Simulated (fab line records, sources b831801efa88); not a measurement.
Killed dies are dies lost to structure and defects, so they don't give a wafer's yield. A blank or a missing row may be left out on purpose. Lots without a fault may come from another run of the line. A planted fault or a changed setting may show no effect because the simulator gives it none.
Which tool did it? | flow gf180mcu | 7 lots, 21 wafers sampled, at 3 steps of a route of 602

WHAT THE GAUGES READ, wafer by wafer
GF_M2_THK_MEAS_06: measures by xrf.
lot  | measured     | on            | M2_ALCU_THK (nm)
L494 | day 18 12:39 | film_metro-02 | 453 456 450
L496 | day 19 11:24 | film_metro-02 | 453 456 441
L501 | day 21 04:36 | film_metro-02 | 446 461 454
L504 | day 22 16:08 | film_metro-03 | 450 445 444
L509 | day 23 22:44 | film_metro-03 | 453 450 448
L512 | day 25 00:59 | film_metro-03 | 443 453 452
L516 | day 26 10:22 | film_metro-01 | 447 450 450

WHICH TOOL RAN EACH LOT (tool, then ch and the chambers of the sampled wafers, then the start)
lot  | GF_V1_CVD_02                    | GF_V1_CMP_04
L494 | pecvd-04 ch 1,2, day 17 09:43   | cmp-02 ch 0,1,2, day 17 10:09
L496 | pecvd-01 ch 0,1, day 18 08:13   | cmp-02 ch 0,2,3, day 18 08:27
L501 | pecvd-03 ch 1,2, day 20 01:55   | cmp-02 ch 0,1,2, day 20 02:06
L504 | pecvd-01 ch 0,1, day 21 14:06   | cmp-02 ch 0,3, day 21 14:14
L509 | pecvd-01 ch 0,1,2, day 22 21:55 | cmp-02 ch 2,3, day 22 22:02
L512 | pecvd-01 ch 0,1, day 24 00:51   | cmp-01 ch 1,2,3, day 24 01:02
L516 | pecvd-04 ch 0,2, day 25 11:29   | cmp-01 ch 0,1,3, day 25 11:37
- GF_V1_CVD_02: deposits SiO2 from TEOS, target thk 850 nm, time 94.851 s.
- GF_V1_CMP_04: polishes SiO2.

THE ANSWER, worked out from the rows above alone
Rule: what is usual is taken from the lots themselves. Put in order of their means at a reading, lots are off if they are a third of the lots or fewer, leave a main group of 4 or more, and stand apart from it by a gap of 3 or more times the standard deviation of the main group's means; of several such gaps the widest counts. A main group whose means are all the same, to the digits that the tables above print for the reading, isn't used. A lot without any number at a reading at which 4 lots or more have one is off too. The other lots that the step has rows for count as sound.
No lot is off at any reading shown: from this, nothing can be told.

WHAT THE SIMULATOR HAD PUT IN
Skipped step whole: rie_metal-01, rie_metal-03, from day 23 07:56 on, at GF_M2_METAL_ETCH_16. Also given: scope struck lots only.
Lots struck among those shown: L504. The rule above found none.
